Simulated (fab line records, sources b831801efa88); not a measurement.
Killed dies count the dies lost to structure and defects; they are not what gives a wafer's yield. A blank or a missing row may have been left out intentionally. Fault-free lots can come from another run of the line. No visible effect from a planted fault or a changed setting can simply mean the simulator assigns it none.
The same fault as seen by 2 desks :: flow gf180mcu :: numbers are kept per desk, each desk with only its own; the story behind them comes last

## THE METROLOGY DESK
What the gauges read for every lot (on any tool): the sampled wafers with a number, averaged. If a lot's mean is further than 4 standard deviations from the usual mean, the lot is out of limits and carries the mark OUT (the distance appears in the brackets).
Columns: A = V5_CVD_00_THK at GF_V5_THK_MEAS_01, usual 287 nm; B = PASSIVATION_BOW at GF_PASSIVATION_BOW_MEAS_14, usual 133 um
lot: L507
first seen here: day 26 08:57
A: 286
B: 132

lot: L508
first seen here: day 26 18:43
A: 285
B: 119

lot: L509
first seen here: day 27 00:10
A: 284
B: 130

lot: L511
first seen here: day 27 17:07
A: 284
B: 128

lot: L512
first seen here: day 28 00:01
A: 285
B: 124

lot: L513
first seen here: day 28 10:47
A: 285
B: 145

lot: L514
first seen here: day 28 18:19
A: 288
B: 131

lot: L517
first seen here: day 29 14:47
A: 289
B: 128

lot: L519
first seen here: day 30 08:42
A: 290
B: 142

lot: L523
first seen here: day 31 09:24
A: 288
B: 128

lot: L525
first seen here: day 31 14:38
A: 286
B: 137

lot: L526
first seen here: day 32 03:31
A: 287
B: 138

lot: L529
first seen here: day 32 12:32
A: 285
B: 126
This desk found nothing out of limits on any of the 13 lots.

## DESK OF THE TOOL OWNER: pvd sputter-02
The tool's own readings at GF_M1_SPUTTER_03 (material Ti, target thk 10 nm, time 6.7 s): means of the sampled wafers that have a number, for each lot that ran on this tool. If a lot's mean is further than 4 standard deviations from the usual mean, the lot is out of limits and carries the mark OUT (the distance appears in the brackets).
Columns: A = throttle valve pct at GF_M1_SPUTTER_03, usual 30.0 %
lot: L508
first seen here: day 16 17:34
A: 30.6

lot: L512
first seen here: day 17 23:38
A: 30.1

lot: L513
first seen here: day 18 14:45
A: 31.0

lot: L519
first seen here: day 21 01:35
A: 30.9

lot: L523
first seen here: day 22 07:25
A: 29.2

lot: L525
first seen here: day 22 17:19
A: 30.9

lot: L526
first seen here: day 23 07:46
A: 29.7
This desk found nothing out of limits on any of the 7 lots.

## TAKEN TOGETHER
Nothing out of limits was seen by the metrology desk.
The desk of the tool owner found nothing out of limits.

## WHAT HAD BEEN PUT IN BY THE SIMULATOR
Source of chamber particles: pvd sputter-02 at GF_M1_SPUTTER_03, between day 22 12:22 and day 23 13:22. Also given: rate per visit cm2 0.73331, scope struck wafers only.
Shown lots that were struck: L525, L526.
